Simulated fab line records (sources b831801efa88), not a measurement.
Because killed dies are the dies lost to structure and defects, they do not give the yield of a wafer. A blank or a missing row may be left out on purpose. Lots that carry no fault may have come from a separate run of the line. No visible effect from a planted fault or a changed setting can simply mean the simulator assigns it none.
A lot that was struck, set against a sound lot :: flow sky130 :: 16 steps out of a route of 708
Sound: these wafers, L175.1, L175.3, L175.4. Struck: wafer L164.5. (L164.1, L164.3 of the same lot were not struck and are left out.) The cause comes at the end.
At each step with rows: each side's tool, then ch and its chambers, then its first start. Under that, the readings that differ: sound wafers :: struck wafers :: difference of the means :: sigmas: that difference in standard deviations of wafers without a fault.
alike: readings whose means differ by less than 2 such deviations, and words and numbers that are the same on both sides. not compared: withheld readings, readings that some wafer has no value for, bounds like >300 that may hide the same value, and numbers for which the record gives no deviation and whose values overlap.
Wherever a step has rows on one side only, a row that says differs or no value, or a row with sigmas, the two part there. Numbers that have no deviation but don't overlap get no sigmas and don't part them. A reading that every wafer of one side lacks parts them only if that side has two wafers or more.

first, 2 steps without rows for these wafers: SKY_METAL4_PEB_11; SKY_METAL4_DEVELOP_12 (develop time 57.7 s).
SKY_METAL4_CD_MEAS_13 targets a cd of 300 nm.
  sound on cd-sem-01, day 46 16:58; struck on cd-sem-01, day 43 18:48
reading: cd-nm (nm)
sound: 302.4 300.1 300.8
struck: 296.4
difference: -4.7
sigmas: -3
SKY_METAL4_OVL_MEAS_14:
  sound on overlay-02, day 46 17:05; struck on overlay-01, day 43 18:55
  alike: METAL4_OVL
SKY_METAL4_DESCUM_15: chemistry O2, time 8 s.
  sound on rie-metal-03 ch 0,1, day 46 17:07; struck on rie-metal-02 ch 1, day 43 18:57
  alike: drypump-motor-current-A, oes-product-au, rf-fwd-power-W
  not compared: rf-hours-counter-h
SKY_METAL4_ETCH_16: etches BARC in N2/H2, stops on SiO2, time 88.2 s, target depth 60 nm.
  sound on rie-metal-03 ch 0,1, day 46 17:09; struck on rie-metal-02 ch 1, day 43 18:59
  alike: drypump-motor-current-A, oes-product-au, rf-fwd-power-W, throttle-valve-pct
  not compared: rf-hours-counter-h
then, 1 step without rows for these wafers: SKY_METAL4_ETCH_17 (etches SiO2 in C4F8/O2/Ar, stops on TiN, time 3.9 s, target depth 15 nm).
SKY_METAL4_METAL_ETCH_18: etches the open film in Cl2/BCl3, stops on SiO2, target depth 845 nm, time 183.1 s.
  sound on rie-metal-01 ch 0,1, day 46 17:16; struck on rie-metal-03 ch 0, day 43 19:06
  alike: drypump-motor-current-A, oes-product-au, rf-fwd-power-W, throttle-valve-pct
  not compared: rf-hours-counter-h
SKY_METAL4_STRIP_19: strips in O2/N2.
  sound on plasma-asher-02 ch 0,1, day 46 17:26; struck on plasma-asher-03 ch 1, day 43 19:17
  alike: drypump-motor-current-A, oes-product-au, strip-time-to-endpoint-s
  not compared: rf-hours-counter-h
then, 3 steps without rows for these wafers: SKY_METAL4_STRIP_20 (strips in post etch residue remover, time 1200 s); SKY_METAL4_CLEAN_21 (cleans in IPA, time 180 s); SKY_METAL4_CLEAN_22 (cleans in O3/DIW).
SKY_VIA4_HDPCVD_00: deposits SiO2, target thk 1750 nm, time 291.7 s.
  sound on hdpcvd-01 ch 1,2, day 46 18:07; struck on hdpcvd-02 ch 0, day 43 19:53
reading: run-length-s (s)
sound: 319.6 319.9 320.1
struck: 355.9
difference: +36.0
sigmas: +99 or more

reading: model.SiO2_of_VIA4_HDPCVD_00.thk-nm (nm)
sound: 1764 1737 1750
struck: 1975
difference: +225
sigmas: 
SKY_VIA4_THK_MEAS_01:
  sound on film-metro-04, day 46 18:17; struck on film-metro-04, day 43 20:03
reading: VIA4_HDPCVD_THK (nm)
sound: 1763 1737 1751
struck: 1975
difference: +225
sigmas: +12
SKY_VIA4_CMP_02: polishes SiO2.
  sound on cmp-01 ch 1,2,3, day 46 18:24; struck on cmp-02 ch 1, day 43 20:10
  alike: motor-current-A
-- the record jumps here: 4 days lie between the struck wafers' starts before and after (it left off in module VIA4 and takes up again in module PAD_OPEN, whose first step shown is number 708 of the route) --
SKY_PAD_OPEN_PROBE_99:
  sound on prober-01, day 50 00:53; struck on prober-02, day 47 14:41
reading: model.etest.sonos-uncharged.r-on-ohm-um
sound: 802.1 802.4 800.1
struck: 808.8
difference: +7.3
sigmas: 

reading: model.etest.sonos-programmed.off-log10-a-um
sound: -13.99 -13.88 -13.84
struck: -14
difference: +0
sigmas: 

reading: model.etest.sonos-uncharged.vt-v (V)
sound: -0.4342 -0.4014 -0.4417
struck: -0.4009
difference: +0.0249
sigmas: 

reading: model.etest.sonos-baked.vt-v (V)
sound: 1.025 0.9875 0.9698
struck: 0.9617
difference: -0.0324
sigmas: 
  alike: killed_at_M0_to_M3, killed_at_M4_up, killed-at-contacts, killed-at-front-end, killed-at-other, killed-dies, killed-on-rim, killed-open, killed-short
  not compared: model.etest.sonos-erased.drive-ua-um, model.etest.sonos-erased.vt-v, model.etest.sonos-programmed.vt-v

== WHERE THEY PART ==
Last at SKY_VIA4_THK_MEAS_01 as far as this record goes, first at SKY_METAL4_CD_MEAS_13. Later steps at which nothing parts them and some readings are alike: SKY_VIA4_CMP_02, SKY_PAD_OPEN_PROBE_99.

WHY: whatever the simulator had introduced
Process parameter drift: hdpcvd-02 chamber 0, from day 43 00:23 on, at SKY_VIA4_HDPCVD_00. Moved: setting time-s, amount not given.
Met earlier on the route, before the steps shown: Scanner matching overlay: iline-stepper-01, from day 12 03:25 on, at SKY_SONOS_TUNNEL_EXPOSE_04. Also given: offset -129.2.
